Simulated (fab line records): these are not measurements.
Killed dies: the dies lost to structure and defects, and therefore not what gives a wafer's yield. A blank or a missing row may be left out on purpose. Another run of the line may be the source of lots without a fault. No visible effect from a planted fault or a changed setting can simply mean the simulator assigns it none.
2 desks, one fault -- flow sky130 -- every desk sees just its own numbers, and what lay behind them comes last

== THE TOOL OWNER'S DESK: ilineStepper-02 ==
The tool's own readings at SKY_VT_ADJUST_PCH_EXPOSE_04 (exposes mask NWM, target cd 840 nm): means of the sampled wafers that have a number, for each lot that ran on this tool. Any lot whose mean is over 4 standard deviations away from the usual mean is out of limits and marked OUT; that distance is given in the brackets.
Columns: A = exposureDoseMJCm2 at SKY_VT_ADJUST_PCH_EXPOSE_04, usual 255.05
lot,first seen here,A
L815,day 11 08:57,255.00
L818,day 11 09:26,255.09
L816,day 11 13:10,254.93
L817,day 11 14:15,254.73
L821,day 12 07:35,255.52
L822,day 12 16:35,255.10
L823,day 13 04:05,255.63
L824,day 13 07:02,255.26
This desk's verdict: no lot among the 8 shows anything out of limits.

== AT THE METROLOGY DESK ==
What the gauges read for every lot (on any tool): the sampled wafers with a number, averaged. Any lot whose mean is over 4 standard deviations away from the usual mean is out of limits and marked OUT; that distance is given in the brackets.
Columns: A = NWELL_OXIDATION_THK at SKY_NWELL_THK_MEAS_02, usual 9.58 nm; B = VT_ADJUST_LVTN_OVL at SKY_VT_ADJUST_LVTN_OVL_MEAS_07, usual 0.5 nm; C = VT_ADJUST_PCH_OVL at SKY_VT_ADJUST_PCH_OVL_MEAS_07, usual 0.7 nm; D = SONOS_ONO_OXIDATION_THK at SKY_SONOS_ONO_THK_MEAS_01, usual 2.58 nm
lot,first seen here,A,B,C,D
L815,day 3 10:35,9.39,0.7,0.9,2.63
L814,day 3 11:57,9.45,-0.1,0.6,2.57
L818,day 3 11:57,9.59,-1.3,0.5,2.57
L816,day 3 13:20,9.50,-0.2,2.8,2.57
L817,day 3 13:23,9.47,1.5,0.8,2.63
L821,day 4 01:24,9.39,-0.4,133.4 (+95) OUT,2.58
L822,day 4 06:03,9.38,0.8,134.5 (+96) OUT,2.54
L823,day 4 13:10,9.43,0.0,133.9 (+95) OUT,2.54
L824,day 4 16:47,9.92,1.7,133.8 (+95) OUT,2.62
L825,day 4 22:43,9.46,1.8,-0.1,2.60
L827,day 5 07:03,9.45,-1.3,0.9,2.58
L830,day 5 23:17,9.51,0.1,-0.8,2.51
L832,day 6 13:31,9.69,1.3,-1.0,2.57
L837,day 7 12:45,9.75,-0.3,-1.0,2.70
This desk finds L821, L822, L823, L824 out of limits, with the earliest case on L821 at day 12 20:19 (VT_ADJUST_PCH_OVL at SKY_VT_ADJUST_PCH_OVL_MEAS_07). L815, L814, L818, L816, L817, L825, L827, L830, L832, L837 stayed within limits.

== ALL TOGETHER ==
On L821, L822, L823, L824, the metrology desk was in a position to raise an alarm at day 12 20:19.
The desk of the tool owner found nothing out of limits.
The tool owner's desk has L821, L822, L823, L824 on record, within its limits.
The lots listed all ran SKY_VT_ADJUST_PCH_EXPOSE_04 on ilineStepper-02.

== WHAT THE SIMULATOR HAD PUT IN ==
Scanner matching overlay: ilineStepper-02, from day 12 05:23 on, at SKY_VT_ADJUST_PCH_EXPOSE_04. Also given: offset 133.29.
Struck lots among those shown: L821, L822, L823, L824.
Hours from the fault's start to each desk's first reading out of limits: the metrology desk, 15.
